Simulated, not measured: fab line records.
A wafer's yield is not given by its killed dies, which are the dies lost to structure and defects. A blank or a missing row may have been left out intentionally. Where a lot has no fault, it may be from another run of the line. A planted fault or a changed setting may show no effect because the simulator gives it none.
fab line records	flow gf180mcu
record lots=24	wafers=72	last-day=34
route steps=602 shown STI@16 CONTACT@289 M1@318 V4@492 M5@533 TOP_METAL@581
lots that met no fault: from a run of the same line without faults
start-h: start of the lot's first displayed wafer, in hours after the record's first day	wait-h: how many hours have passed since the lot's step before this one	" repeats the value in the row above	L1.1+2: several wafers, shown together as one row	- no value, or no start given	* or withheld: withheld	< > ~ a bound
route shown NAME@n: a module of which the file shows steps, and the number in the route of the first	usual: the fault-free wafers' mean and standard deviation	same: alike in all rows	chamber/n: place in a boat	sites: per-site readings	_std_site: how widely they spread, as a standard deviation	_edge_site: the outer-site mean with the inner-site mean subtracted	radius-mm: how far each site lies from the wafer's centre	mask NAME#n: copy n	behind: the most recent tool/chamber to have shaped the wafer	hold: the reason the lot was held/the length of the hold in hours/how it ended	device: whichever transistor did not switch (one of n, p or np)	end of line: the route-end tests of the same wafers	a step given without rows: its recipe and nothing more	killed: dies lost to structure and defects at the first sort, not the wafer's yield	map: a wafer's dies, x killed, . not, _ none there
set.NAME: the setting as run; set.NAME@STEP: as run at that earlier step	model.NAME: the simulator's own value behind a step, which no gauge read
the route's steps for a sample of lots (tables are steps, rows are wafers)
services: the hour from which a tool's chamber was out of use, counted from the record's first day as start-h (under 0 if before that day), plus the number of hours and why
## steps
# step GF_STI_STRIP_15
# recipe chemistry=O2/N2	power-w=1400	pressure-mtorr=1500	platen-temp-c=250	o2-flow-sccm=3000	n2-flow-sccm=300	overash-fraction=0.5
# usual drypump-motor-current-A=5.5/0.34	heater-power-w=321/18	oes-product-au=0.383/0.005	strip-time-to-endpoint-s=3.71/0.046
lot.wafer	tool	chamber	start-h	wait-h	drypump-motor-current-A	heater-power-w	oes-product-au	rf-hours-counter-h	strip-time-to-endpoint-s
L074.1	plasma-asher-01	0	26.44	0.0	5.3	320	0.380	37	3.69
L074.3	"	0	"	"	5.2	314	0.391	-	3.71
L074.4	"	1	"	"	6.1	314	0.377	-	3.69
L075.1	plasma-asher-03	1	32.36	0.0	5.7	331	0.380	38	3.66
L075.3	"	0	"	"	5.1	341	0.390	-	3.78
L075.4	"	1	"	"	5.7	332	0.379	-	3.75
L076.1	plasma-asher-03	0	35.86	0.0	5.1	345	0.376	39	3.70
L076.3	"	0	"	"	5.1	349	0.384	-	3.74
L076.6	"	1	"	"	5.7	330	0.379	-	3.73
L077.3	plasma-asher-01	1	41.89	0.1	6.0	308	0.390	-	3.71
L077.4	"	0	"	"	5.2	309	0.386	-	3.75
L077.5	"	1	"	"	6.0	302	0.385	-	3.74
L078.1	plasma-asher-03	0	47.40	0.0	5.1	348	0.383	40	3.69
L078.4	"	1	"	"	5.7	334	0.391	-	3.62
L078.6	"	1	"	"	5.7	337	0.389	-	3.72
L079.2	plasma-asher-01	1	52.40	0.0	6.1	313	0.386	40	3.62
L079.5	"	1	"	"	6.1	312	0.385	-	3.62
L079.6	"	0	"	"	5.2	311	0.387	-	3.71
L080.3	plasma-asher-03	1	57.93	0.1	5.7	331	0.389	-	3.68
L080.5	"	0	"	"	5.1	340	0.382	-	3.67
L080.6	"	1	"	"	5.7	341	0.379	-	3.70
L081.4	plasma-asher-04	1	62.34	0.1	5.4	288	0.375	-	3.65
L081.5	"	0	"	"	5.5	322	0.382	-	3.65
L081.6	"	1	"	"	5.4	289	0.386	-	3.60
L082.1	plasma-asher-01	0	68.26	0.0	5.2	322	0.384	41	3.69
L082.2	"	1	"	"	6.1	308	0.386	41	3.81
L082.4	"	1	"	"	6.0	318	0.388	-	3.75
L083.1	plasma-asher-04	0	71.94	0.0	5.5	318	0.388	29	3.76
L083.3	"	0	"	"	5.5	324	0.384	-	3.76
L083.6	"	0	"	"	5.5	323	0.391	-	3.71
L084.1	plasma-asher-01	1	78.14	0.0	6.1	308	0.373	42	3.72
L084.5	"	1	"	"	6.1	317	0.377	-	3.71
L084.6	"	0	"	"	5.2	321	0.386	-	3.80
L085.3	plasma-asher-01	0	81.74	0.1	5.2	314	0.381	-	3.72
L085.5	"	0	"	"	5.2	315	0.380	-	3.80
L085.6	"	1	"	"	6.1	314	0.380	-	3.67
L086.1	plasma-asher-01	0	88.05	0.0	5.2	319	0.384	44	3.68
L086.2	"	1	"	"	6.1	305	0.384	44	3.67
L086.6	"	0	"	"	5.2	317	0.387	-	3.73
L087.3	plasma-asher-01	1	92.53	0.1	6.0	319	0.376	-	3.66
L087.4	"	0	"	"	5.2	317	0.390	-	3.70
L087.5	"	1	"	"	6.1	317	0.390	-	3.74
L088.3	plasma-asher-04	1	98.43	0.1	5.4	289	0.378	-	3.75
L088.5	"	1	"	"	5.4	293	0.374	-	3.70
L088.6	"	0	"	"	5.5	321	0.375	-	3.66
L089.2	plasma-asher-03	0	103.24	0.0	5.1	354	0.402	46	3.71
L089.3	"	0	"	"	5.1	346	0.380	-	3.68
L089.5	"	0	"	"	5.1	359	0.385	-	3.80
L090.1	plasma-asher-03	0	107.85	0.0	5.1	352	0.375	46	3.73
L090.2	"	1	"	"	5.7	340	0.381	46	3.63
L090.3	"	0	"	"	5.1	342	0.379	-	3.67
L091.2	plasma-asher-03	0	111.75	0.0	5.1	363	0.385	46	3.73
L091.5	"	0	"	"	5.1	349	0.383	-	3.74
L091.6	"	1	"	"	5.7	329	0.387	-	3.76
L092.1	plasma-asher-04	0	120.89	0.0	5.5	321	0.380	35	3.65
L092.2	"	1	"	"	5.4	287	0.374	35	3.67
L092.5	"	0	"	"	5.5	308	0.387	-	3.65
L093.4	plasma-asher-04	1	127.52	0.1	5.4	292	0.381	-	3.73
L093.5	"	1	"	"	5.4	290	0.381	-	3.66
L093.6	"	0	"	"	5.5	316	0.386	-	3.73
L094.4	plasma-asher-01	1	130.53	0.1	6.1	316	0.380	-	3.69
L094.5	"	1	"	"	6.1	317	0.387	-	3.79
L094.6	"	0	"	"	5.2	311	0.380	-	3.72
L095.1	plasma-asher-03	0	135.75	0.0	5.1	349	0.385	48	3.74
L095.4	"	1	"	"	5.7	333	0.378	-	3.63
L095.5	"	1	"	"	5.7	337	0.377	-	3.68
L096.1	plasma-asher-01	1	138.69	0.0	6.1	308	0.381	49	3.74
L096.2	"	0	"	"	5.2	319	0.394	49	3.77
L096.3	"	0	"	"	5.2	319	0.378	-	3.73
L097.1	plasma-asher-01	1	143.79	0.0	6.1	307	0.387	49	3.77
L097.3	"	0	"	"	5.2	308	0.388	-	3.76
L097.5	"	1	"	"	6.1	309	0.395	-	3.80
# step GF_CONTACT_CVD_02
# recipe material=SiO2	target-thk-nm=860	precursor=TEOS	temp-c=400	time-s=95.992	rf-w=600
# usual heater-power-w=690/81	rf-fwd-power-W=596.3/2.2
lot.wafer	tool	chamber	start-h	wait-h	heater-power-w	rf-fwd-power-W
L074.1	pecvd-03	0	336.74	0.1	792	597.7
L074.3	"	2	"	"	829	595.8
L074.4	"	1	"	"	694	593.9
L075.1	pecvd-03	0	349.55	0.1	764	593.0
L075.3	"	1	"	"	613	595.5
L075.4	"	1	"	"	657	593.6
L076.1	pecvd-04	2	358.05	0.1	709	597.3
L076.3	"	1	"	"	678	599.6
L076.6	"	0	"	"	610	596.6
L077.3	pecvd-04	2	365.94	0.0	807	598.7
L077.4	"	2	"	"	830	597.7
L077.5	"	1	"	"	583	595.7
L078.1	pecvd-04	0	377.22	0.1	556	599.2
L078.4	"	2	"	"	771	597.6
L078.6	"	0	"	"	609	596.5
L079.2	pecvd-01	1	385.38	0.0	586	596.0
L079.5	"	0	"	"	687	597.3
L079.6	"	2	"	"	691	595.5
L080.3	pecvd-03	1	393.78	0.0	685	594.0
L080.5	"	0	"	"	639	594.7
L080.6	"	2	"	"	844	595.3
L081.4	pecvd-03	1	403.83	0.1	719	594.4
L081.5	"	2	"	"	819	595.4
L081.6	"	0	"	"	778	598.1
L082.1	pecvd-01	2	409.92	0.1	709	598.9
L082.2	"	1	"	"	622	594.2
L082.4	"	1	"	"	650	596.1
L083.1	pecvd-04	0	425.41	0.1	700	599.4
L083.3	"	2	"	"	675	594.3
L083.6	"	1	"	"	697	597.9
L084.1	pecvd-03	0	427.71	0.1	729	596.3
L084.5	"	1	"	"	694	595.3
L084.6	"	0	"	"	747	596.9
L085.3	pecvd-04	2	430.30	0.0	821	599.0
L085.5	"	0	"	"	629	596.9
L085.6	"	2	"	"	657	597.1
L086.1	pecvd-01	2	443.79	0.1	657	598.0
L086.2	"	0	"	"	739	600.6
L086.6	"	0	"	"	631	598.6
L087.3	pecvd-04	0	455.04	0.0	680	598.1
L087.4	"	0	"	"	560	596.7
L087.5	"	2	"	"	838	602.1
L088.3	pecvd-03	1	475.77	0.0	684	592.4
L088.5	"	1	"	"	723	593.3
L088.6	"	2	"	"	871	595.2
L089.2	pecvd-04	2	480.11	0.0	768	598.8
L089.3	"	0	"	"	684	596.1
L089.5	"	0	"	"	554	595.1
L090.1	pecvd-01	0	482.33	0.1	658	597.3
L090.2	"	1	"	"	615	598.2
L090.3	"	2	"	"	671	594.8
L091.2	pecvd-01	1	488.08	0.0	653	598.8
L091.5	"	0	"	"	578	598.8
L091.6	"	1	"	"	528	597.3
L092.1	pecvd-04	0	499.87	0.1	660	598.6
L092.2	"	1	"	"	581	599.2
L092.5	"	0	"	"	534	596.7
L094.4	pecvd-03	0	513.38	0.1	631	591.5
L094.5	"	2	"	"	825	594.3
L094.6	"	1	"	"	728	591.6
L093.4	pecvd-01	1	513.97	0.1	647	595.4
L093.5	"	2	"	"	690	596.9
L093.6	"	0	"	"	692	599.5
L095.1	pecvd-01	1	527.75	0.1	670	596.0
L095.4	"	0	"	"	570	596.7
L095.5	"	1	"	"	534	598.5
L096.1	pecvd-03	2	528.44	0.1	719	595.1
L096.2	"	0	"	"	789	596.3
L096.3	"	1	"	"	657	595.5
L097.1	pecvd-03	2	532.89	0.1	711	593.4
L097.3	"	1	"	"	712	597.1
L097.5	"	2	"	"	784	592.3
# step GF_M1_SPUTTER_03
# recipe material=Ti	target-thk-nm=10	substrate-temp-c=300	chamber-pressure-pa=0.3	power-w=3000	time-s=6.7
# usual throttle-valve-pct=30.1/1.1
lot.wafer	tool	chamber	start-h	wait-h	throttle-valve-pct
L074.1	pvd-sputter-01	-	359.34	0.0	29.3
L074.3	"	-	"	"	28.5
L074.4	"	-	"	"	30.6
L075.1	pvd-sputter-04	-	372.89	0.0	31.5
L075.3	"	-	"	"	30.4
L075.4	"	-	"	"	31.0
L076.1	pvd-sputter-04	-	382.17	0.0	29.0
L076.3	"	-	"	"	31.1
L076.6	"	-	"	"	30.2
L077.3	pvd-sputter-01	-	390.51	0.0	29.0
L077.4	"	-	"	"	28.4
L077.5	"	-	"	"	29.2
L078.1	pvd-sputter-04	-	401.94	0.0	30.6
L078.4	"	-	"	"	31.2
L078.6	"	-	"	"	31.3
L079.2	pvd-sputter-04	-	410.49	0.0	30.4
L079.5	"	-	"	"	30.1
L079.6	"	-	"	"	31.1
L080.3	pvd-sputter-01	-	419.03	0.0	29.3
L080.5	"	-	"	"	30.5
L080.6	"	-	"	"	28.7
L081.4	pvd-sputter-01	-	429.97	0.0	28.6
L081.5	"	-	"	"	29.7
L081.6	"	-	"	"	29.0
L082.1	pvd-sputter-04	-	436.38	0.0	30.6
L082.2	"	-	"	"	31.2
L082.4	"	-	"	"	31.2
L083.1	pvd-sputter-04	-	451.87	0.0	31.3
L083.3	"	-	"	"	28.9
L083.6	"	-	"	"	30.2
L084.1	pvd-sputter-01	-	454.51	0.0	29.5
L084.5	"	-	"	"	29.4
L084.6	"	-	"	"	29.1
L085.3	pvd-sputter-04	-	457.42	0.0	30.3
L085.5	"	-	"	"	30.5
L085.6	"	-	"	"	31.2
L086.1	pvd-sputter-03	-	470.17	0.0	30.1
L086.2	"	-	"	"	30.5
L086.6	"	-	"	"	29.2
L087.3	pvd-sputter-04	-	481.43	0.0	29.1
L087.4	"	-	"	"	31.2
L087.5	"	-	"	"	31.4
L088.3	pvd-sputter-01	-	500.97	0.0	30.6
L088.5	"	-	"	"	30.5
L088.6	"	-	"	"	28.9
L089.2	pvd-sputter-01	-	504.98	0.0	29.5
L089.3	"	-	"	"	30.6
L089.5	"	-	"	"	28.3
L090.1	pvd-sputter-04	-	507.79	0.0	31.1
L090.2	"	-	"	"	31.3
L090.3	"	-	"	"	28.9
L091.2	pvd-sputter-01	-	513.22	0.0	30.5
L091.5	"	-	"	"	28.5
L091.6	"	-	"	"	29.7
L092.1	pvd-sputter-01	-	525.09	0.0	29.6
L092.2	"	-	"	"	30.5
L092.5	"	-	"	"	28.6
L094.4	pvd-sputter-03	-	538.47	0.0	33.0
L094.5	"	-	"	"	29.1
L094.6	"	-	"	"	32.7
L093.4	pvd-sputter-04	-	539.16	0.0	29.0
L093.5	"	-	"	"	30.4
L093.6	"	-	"	"	30.9
L095.1	pvd-sputter-01	-	552.32	0.0	29.1
L095.4	"	-	"	"	28.2
L095.5	"	-	"	"	30.5
L096.1	pvd-sputter-04	-	553.00	0.0	31.1
L096.2	"	-	"	"	31.3
L096.3	"	-	"	"	30.5
L097.1	pvd-sputter-03	-	556.93	0.0	29.1
L097.3	"	-	"	"	30.3
L097.5	"	-	"	"	32.9
# step GF_V4_ETCH_16
# recipe chemistry=N2/H2	target-depth-a=withheld	overetch-a=withheld	time-s=withheld	target=BARC	ion-energy-ev=200	source-w=500	bias-w=100	pressure-mtorr=30	n2-flow-sccm=100	h2-flow-sccm=200
# usual drypump-motor-current-A=5.8/0.54	oes-product-au=0.854/0.0049	rf-fwd-power-W=495.0/2.2	throttle-valve-pct=13.224/0.009
lot.wafer	tool	chamber	start-h	wait-h	drypump-motor-current-A	oes-product-au	rf-fwd-power-W	throttle-valve-pct
L074.1	rie-diel-03	3	558.47	0.0	4.7	0.853	492.3	13.232
L074.3	"	1	"	"	5.5	0.853	495.4	13.224
L074.4	"	0	"	"	6.4	0.849	497.5	13.228
L075.1	rie-diel-01	3	570.51	0.0	6.4	0.853	492.9	13.225
L075.3	"	2	"	"	6.6	0.855	492.9	13.230
L075.4	"	2	"	"	6.6	0.861	495.1	13.220
L076.1	rie-diel-03	3	579.57	0.0	4.7	0.850	495.1	13.221
L076.3	"	2	"	"	5.7	0.852	496.1	13.226
L076.6	"	2	"	"	5.7	0.855	493.7	13.218
L077.3	rie-diel-01	3	587.32	0.0	6.4	0.853	489.1	13.225
L077.4	"	0	"	"	5.6	0.863	500.8	13.224
L077.5	"	0	"	"	5.6	0.856	498.2	13.227
L078.1	rie-diel-01	3	598.67	0.0	6.4	0.851	490.0	13.232
L078.4	"	3	"	"	6.4	0.858	490.3	13.221
L078.6	"	0	"	"	5.6	0.860	497.7	13.211
L079.2	rie-diel-04	3	607.72	0.0	5.5	0.851	495.3	13.251
L079.5	"	3	"	"	5.5	0.852	498.2	13.224
L079.6	"	0	"	"	5.5	0.849	492.4	13.220
L080.3	rie-diel-01	0	613.91	0.0	5.6	0.864	498.1	13.235
L080.5	"	2	"	"	6.6	0.854	495.7	13.235
L080.6	"	3	"	"	6.4	0.842	491.1	13.224
L081.4	rie-diel-01	3	622.61	0.0	6.4	0.863	488.7	13.224
L081.5	"	2	"	"	6.6	0.860	498.9	13.230
L081.6	"	1	"	"	5.1	0.847	495.6	13.230
L082.1	rie-diel-04	3	627.62	0.0	5.4	0.852	498.3	13.228
L082.2	"	0	"	"	5.5	0.853	496.2	13.233
L082.4	"	2	"	"	6.1	0.849	494.9	13.203
L083.1	rie-diel-01	0	641.42	0.0	5.6	0.851	496.4	13.221
L083.3	"	3	"	"	6.4	0.862	493.2	13.227
L083.6	"	2	"	"	6.5	0.853	495.2	13.222
L084.1	rie-diel-04	2	643.72	0.0	6.1	0.850	493.4	13.252
L084.5	"	0	"	"	5.5	0.858	492.2	13.225
L084.6	"	3	"	"	5.5	0.857	498.8	13.233
L085.3	rie-diel-03	0	646.86	0.0	6.4	0.862	497.4	13.218
L085.5	"	3	"	"	4.7	0.852	494.6	13.234
L085.6	"	0	"	"	6.4	0.852	497.4	13.220
L086.1	rie-diel-04	2	656.21	0.0	6.1	0.855	493.4	13.228
L086.2	"	0	"	"	5.6	0.857	493.3	13.224
L086.6	"	2	"	"	6.1	0.858	495.1	13.211
L087.3	rie-diel-04	3	665.67	0.0	5.4	0.854	495.0	13.228
L087.4	"	1	"	"	6.3	0.863	494.4	13.204
L087.5	"	3	"	"	5.4	0.862	495.2	13.231
L088.3	rie-diel-04	2	681.91	0.0	6.0	0.854	492.5	13.229
L088.5	"	3	"	"	5.4	0.852	497.1	13.225
L088.6	"	0	"	"	5.5	0.854	494.9	13.223
L089.2	rie-diel-04	1	686.12	0.0	6.3	0.851	493.5	13.229
L089.3	"	2	"	"	6.0	0.851	492.0	13.223
L089.5	"	3	"	"	5.4	0.855	498.4	13.231
L090.1	rie-diel-04	1	688.51	0.0	6.3	0.849	494.6	13.221
L090.2	"	3	"	"	5.5	0.848	498.1	13.216
L090.3	"	2	"	"	6.1	0.854	492.8	13.227
L091.2	rie-diel-03	2	692.61	0.0	5.7	0.847	497.4	13.218
L091.5	"	0	"	"	6.4	0.849	496.6	13.238
L091.6	"	1	"	"	5.5	0.863	496.9	13.227
L092.1	rie-diel-04	3	700.57	0.0	5.4	0.847	495.9	13.225
L092.2	"	2	"	"	6.1	0.846	492.8	13.237
L092.5	"	1	"	"	6.3	0.853	497.0	13.227
L094.4	rie-diel-04	1	710.83	0.0	6.3	0.859	494.0	13.237
L094.5	"	0	"	"	5.6	0.855	494.1	13.222
L094.6	"	2	"	"	6.1	0.856	493.3	13.231
L093.4	rie-diel-03	3	713.28	0.0	4.7	0.860	496.8	13.231
L093.5	"	0	"	"	6.4	0.852	495.5	13.225
L093.6	"	2	"	"	5.7	0.854	497.9	13.222
L095.1	rie-diel-04	1	722.42	0.0	6.3	0.849	492.2	13.225
L095.4	"	0	"	"	5.6	0.853	495.0	13.209
L095.5	"	1	"	"	6.4	0.859	492.9	13.219
L096.1	rie-diel-01	0	723.41	0.0	5.6	0.857	494.7	13.211
L096.2	"	3	"	"	6.4	0.853	490.0	13.236
L096.3	"	2	"	"	6.6	0.855	495.7	13.219
L097.1	rie-diel-03	2	726.51	0.0	5.7	0.849	497.5	13.226
L097.3	"	0	"	"	6.4	0.848	493.7	13.220
L097.5	"	2	"	"	5.7	0.853	494.6	13.226
# step GF_M5_CD_MEAS_07
# recipe target-cd-nm=280
# usual cd-nm=279.6/1.3
lot.wafer	tool	chamber	start-h	wait-h	cd-nm
L074.1	cd-sem-01	-	604.55	0.1	279.7
L074.3	"	-	"	"	281.1
L074.4	"	-	"	"	281.1
L075.1	cd-sem-01	-	615.36	0.1	277.2
L075.3	"	-	"	"	277.3
L075.4	"	-	"	"	277.1
L076.1	cd-sem-02	-	624.06	0.1	279.1
L076.3	"	-	"	"	277.9
L076.6	"	-	"	"	279.6
L077.3	cd-sem-02	-	630.71	0.1	278.7
L077.4	"	-	"	"	279.0
L077.5	"	-	"	"	277.9
L078.1	cd-sem-02	-	642.10	0.1	280.5
L078.4	"	-	"	"	280.3
L078.6	"	-	"	"	280.0
L079.2	cd-sem-01	-	650.47	0.1	281.3
L079.5	"	-	"	"	280.1
L079.6	"	-	"	"	280.8
L080.3	cd-sem-01	-	656.01	0.1	279.3
L080.5	"	-	"	"	280.2
L080.6	"	-	"	"	279.7
L081.4	cd-sem-01	-	664.57	0.1	278.0
L081.5	"	-	"	"	277.2
L081.6	"	-	"	"	277.9
L082.1	cd-sem-01	-	668.60	0.1	279.1
L082.2	"	-	"	"	279.2
L082.4	"	-	"	"	280.5
L083.1	cd-sem-01	-	682.22	0.1	278.2
L083.3	"	-	"	"	278.2
L083.6	"	-	"	"	279.7
L084.1	cd-sem-01	-	684.87	0.1	280.5
L084.5	"	-	"	"	282.8
L084.6	"	-	"	"	281.9
L085.3	cd-sem-01	-	688.26	0.1	279.3
L085.5	"	-	"	"	279.5
L085.6	"	-	"	"	281.0
L086.1	cd-sem-02	-	696.47	0.1	279.8
L086.2	"	-	"	"	278.6
L086.6	"	-	"	"	279.1
L087.3	cd-sem-02	-	705.85	0.1	279.5
L087.4	"	-	"	"	280.4
L087.5	"	-	"	"	279.3
L088.3	cd-sem-02	-	721.05	0.1	277.0
L088.5	"	-	"	"	277.7
L088.6	"	-	"	"	278.1
L089.2	cd-sem-01	-	724.73	0.1	280.7
L089.3	"	-	"	"	280.8
L089.5	"	-	"	"	280.4
L090.1	cd-sem-01	-	726.57	0.1	280.2
L090.2	"	-	"	"	280.5
L090.3	"	-	"	"	281.6
L091.2	cd-sem-02	-	731.09	0.1	279.0
L091.5	"	-	"	"	279.3
L091.6	"	-	"	"	279.2
L092.1	cd-sem-02	-	738.72	0.1	279.9
L092.2	"	-	"	"	279.9
L092.5	"	-	"	"	278.2
L094.4	cd-sem-02	-	748.11	0.1	279.0
L094.5	"	-	"	"	278.7
L094.6	"	-	"	"	278.6
L093.4	cd-sem-01	-	749.57	0.1	279.0
L093.5	"	-	"	"	279.5
L093.6	"	-	"	"	280.6
L095.1	cd-sem-01	-	757.37	0.2	279.4
L095.4	"	-	"	"	278.8
L095.5	"	-	"	"	280.5
L096.1	cd-sem-01	-	759.20	0.1	281.4
L096.2	"	-	"	"	280.9
L096.3	"	-	"	"	280.7
L097.1	cd-sem-02	-	762.75	0.1	280.6
L097.3	"	-	"	"	279.6
L097.5	"	-	"	"	280.8
# step GF_TOP_METAL_CD_MEAS_14
# recipe target-cd-nm=440
# usual cd-nm=440.8/2.3
lot.wafer	tool	chamber	start-h	wait-h	cd-nm
L074.1	cd-sem-01	-	648.27	0.2	438.1
L074.3	"	-	"	"	436.0
L074.4	"	-	"	"	438.5
L075.1	cd-sem-02	-	658.51	0.1	439.5
L075.3	"	-	"	"	439.7
L075.4	"	-	"	"	440.8
L076.1	cd-sem-02	-	666.71	0.1	438.2
L076.3	"	-	"	"	435.7
L076.6	"	-	"	"	438.6
L077.3	cd-sem-01	-	673.10	0.1	439.2
L077.4	"	-	"	"	442.0
L077.5	"	-	"	"	438.3
L078.1	cd-sem-02	-	683.76	0.1	439.4
L078.4	"	-	"	"	440.4
L078.6	"	-	"	"	441.2
L079.2	cd-sem-01	-	692.43	0.1	437.8
L079.5	"	-	"	"	437.5
L079.6	"	-	"	"	437.2
L080.3	cd-sem-02	-	697.85	0.1	440.5
L080.5	"	-	"	"	442.2
L080.6	"	-	"	"	441.2
L081.4	cd-sem-01	-	705.77	0.1	441.2
L081.5	"	-	"	"	438.9
L081.6	"	-	"	"	442.0
L082.1	cd-sem-02	-	709.19	0.2	440.2
L082.2	"	-	"	"	443.2
L082.4	"	-	"	"	442.5
L083.1	cd-sem-02	-	722.15	0.1	439.6
L083.3	"	-	"	"	441.9
L083.6	"	-	"	"	440.7
L084.1	cd-sem-01	-	723.86	0.1	438.5
L084.5	"	-	"	"	439.4
L084.6	"	-	"	"	441.1
L085.3	cd-sem-02	-	727.35	0.1	444.0
L085.5	"	-	"	"	440.9
L085.6	"	-	"	"	442.2
L086.1	cd-sem-01	-	734.96	0.1	443.3
L086.2	"	-	"	"	442.8
L086.6	"	-	"	"	442.6
L087.3	cd-sem-02	-	744.50	0.1	441.3
L087.4	"	-	"	"	438.7
L087.5	"	-	"	"	438.9
L088.3	cd-sem-01	-	757.53	0.3	439.8
L088.5	"	-	"	"	440.2
L088.6	"	-	"	"	438.6
L089.2	cd-sem-02	-	762.13	0.1	440.7
L089.3	"	-	"	"	439.0
L089.5	"	-	"	"	436.8
L090.1	cd-sem-01	-	763.80	0.1	443.7
L090.2	"	-	"	"	445.1
L090.3	"	-	"	"	443.4
L091.2	cd-sem-01	-	767.27	0.1	443.0
L091.5	"	-	"	"	443.2
L091.6	"	-	"	"	443.4
L092.1	cd-sem-02	-	774.11	0.1	443.3
L092.2	"	-	"	"	443.1
L092.5	"	-	"	"	442.4
L094.4	cd-sem-02	-	784.02	0.1	440.6
L094.5	"	-	"	"	440.6
L094.6	"	-	"	"	444.4
L093.4	cd-sem-02	-	784.76	0.1	440.9
L093.5	"	-	"	"	441.9
L093.6	"	-	"	"	440.7
L095.1	cd-sem-01	-	792.01	0.1	438.0
L095.4	"	-	"	"	438.9
L095.5	"	-	"	"	438.8
L096.1	cd-sem-02	-	793.75	0.1	444.6
L096.2	"	-	"	"	444.1
L096.3	"	-	"	"	445.7
L097.1	cd-sem-01	-	797.31	0.1	438.5
L097.3	"	-	"	"	439.1
L097.5	"	-	"	"	438.0
## services
tool	chamber	start-h	hours	kind
pvd-sputter-04	-	25.13	12.0	repair
pvd-sputter-04	-	29.21	9.0	repair
pvd-sputter-04	-	89.38	3.8	repair
rie-diel-04	3	98.49	4.1	repair
plasma-asher-01	-	102.06	2.0	repair
rie-diel-04	-	105.61	2.1	repair
rie-diel-04	1	116.89	3.7	repair
pvd-sputter-04	-	167.97	1.0	repair
pvd-sputter-04	-	178.99	3.0	repair
rie-diel-04	0	196.79	5.9	repair
rie-diel-04	-	200.30	1.1	repair
plasma-asher-01	-	219.10	9.4	repair
rie-diel-04	-	221.14	4.3	pm
pvd-sputter-04	-	254.77	2.4	repair
pvd-sputter-04	-	267.13	2.1	repair
rie-diel-04	2	357.62	3.1	repair
rie-diel-04	3	370.28	9.2	repair
rie-diel-04	1	378.02	7.3	repair
rie-diel-04	0	398.89	3.9	repair
plasma-asher-01	-	421.25	9.0	pm
pvd-sputter-04	-	452.22	3.9	repair
rie-diel-04	-	485.48	0.2	repair
rie-diel-04	3	506.04	1.5	repair
plasma-asher-01	-	506.67	6.7	repair
## key
fault none
